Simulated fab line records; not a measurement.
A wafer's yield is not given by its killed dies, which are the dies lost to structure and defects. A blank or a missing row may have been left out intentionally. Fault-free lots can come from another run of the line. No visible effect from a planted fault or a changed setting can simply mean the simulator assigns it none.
Struck lot and sound lot, side by side -- flow sky130 -- 17 steps out of a route of 708
Sound: wafers L260.3, L260.5, L260.6. Struck: wafer L252.5. (L252.1 of the same lot was not struck and is left out.) The cause comes at the end.
Order at every step that has rows: each side's tool, ch and its chambers, its first start. Under that, the readings that differ: sound wafers -- struck wafers -- difference of the means -- sigmas: that difference in standard deviations of wafers without a fault.
alike: words and numbers the same on both sides, and readings whose means are apart by under 2 such deviations; not compared: readings that were withheld, readings missing a value for some wafer, numbers with overlapping values and no deviation given by the record, and bounds like >300 which may hide the same value.
Wherever a step has rows on one side only, a row that says differs or no value, or a row with sigmas, the two part there. Non-overlapping numbers with no deviation appear without sigmas and do not part them. A reading that every wafer of one side lacks parts them only if that side has two wafers or more.

first, 2 steps without rows for these wafers: SKY_NWELL_IMPLANT_12; SKY_NWELL_IMPLANT_13.
SKY_NWELL_STRIP_14: strips in O2/N2.
  sound on plasma asher-02 ch 0,1, day 8 21:06; struck on plasma asher-02 ch 1, day 6 11:19
  alike: drypump motor current A, oes product au, strip time to endpoint s
  not compared: rf hours counter h
SKY_NWELL_TW_MEAS_15:
  struck on film metro-01, day 6 11:25; sound on film metro-03, day 8 21:11
  alike: NWELL_TW
then, 7 steps without rows for these wafers: SKY_NWELL_DEHYDRATE_16 (time 60 s); SKY_NWELL_HMDS_17 (prime time 60 s); SKY_NWELL_COAT_18 (resist thk 3000 nm); SKY_NWELL_SOFTBAKE_19; SKY_NWELL_EXPOSE_20 (exposes mask NWM COMPLEMENT, target cd 840 nm); SKY_NWELL_PEB_21; SKY_NWELL_DEVELOP_22 (develop time 60 s).
SKY_NWELL_OVL_MEAS_23:
  struck on overlay-02, day 7 05:26; sound on overlay-01, day 9 19:00
  alike: NWELL_01_OVL
SKY_NWELL_IMPLANT_24:
  sound on implanter-03 ch 0, day 9 19:04; struck on implanter-02 ch 0, day 7 05:28
reading,sound,struck,difference,sigmas
beam on s (s),9.98 10.11 10.21,7.87,-2.23,-12
faraday current uA,51.9 51.3 50.8,65.6,+14.3,+15
  alike: beam energy keV
SKY_NWELL_STRIP_25: strips in O2/N2.
  sound on plasma asher-04 ch 0,1, day 9 19:12; struck on plasma asher-04 ch 0, day 7 05:37
  alike: drypump motor current A, oes product au, strip time to endpoint s
  not compared: rf hours counter h
SKY_NWELL_TW_MEAS_26:
  struck on film metro-03, day 7 05:43; sound on film metro-01, day 9 19:17
reading,sound,struck,difference,sigmas
NWELL_2_TW,500 499 499,461,-38,-10
then, 1 step without rows for these wafers: SKY_NWELL_CLEAN_27 (cleans in SC1/SC2, time 150 s).
-- the record jumps here: 41 days lie between the struck wafers' starts before and after (it left off in module NWELL and takes up again in module PAD_OPEN, whose first step shown is number 708 of the route) --
SKY_PAD_OPEN_PROBE_99:
  struck on prober-02, day 48 01:37; sound on prober-01, day 49 19:29
reading,sound,struck,difference,sigmas
model.etest.pfet_16v.r on ohm um,1.54e+04 1.526e+04 1.552e+04,1.657e+04,+1.177e+03,
model.etest.res pwell under gate.rs ohm sq,2294 2282 2294,2665,+375,
model.etest.res iso pwell.line ohm um,1242 1254 1283,1290,+30,
model.etest.pfet_16v.drive ua um,243.1 245.7 242.8,225.4,-18.5,
model.etest.tip_n_5v.rs ohm sq,1383 1386 1382,1352,-32,
model.etest.res iso pwell.width nm (nm),2641 2628 2637,2648,+13,
  alike: killed_at_M0_to_M3, killed_at_M4_up, killed at contacts, killed at front end, killed at other, killed dies, killed open, killed short
  not compared: model.etest.res iso pwell.rs ohm sq, model.etest.res nwell.width nm

== WHERE THEY PART ==
Last at SKY_NWELL_TW_MEAS_26 as far as this record goes, first at SKY_NWELL_IMPLANT_24. Later steps at which nothing parts them and some readings are alike: SKY_PAD_OPEN_PROBE_99.

WHY: what the simulator had put in
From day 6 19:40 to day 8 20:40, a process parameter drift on implanter-02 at SKY_NWELL_IMPLANT_24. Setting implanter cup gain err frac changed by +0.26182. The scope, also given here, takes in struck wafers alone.
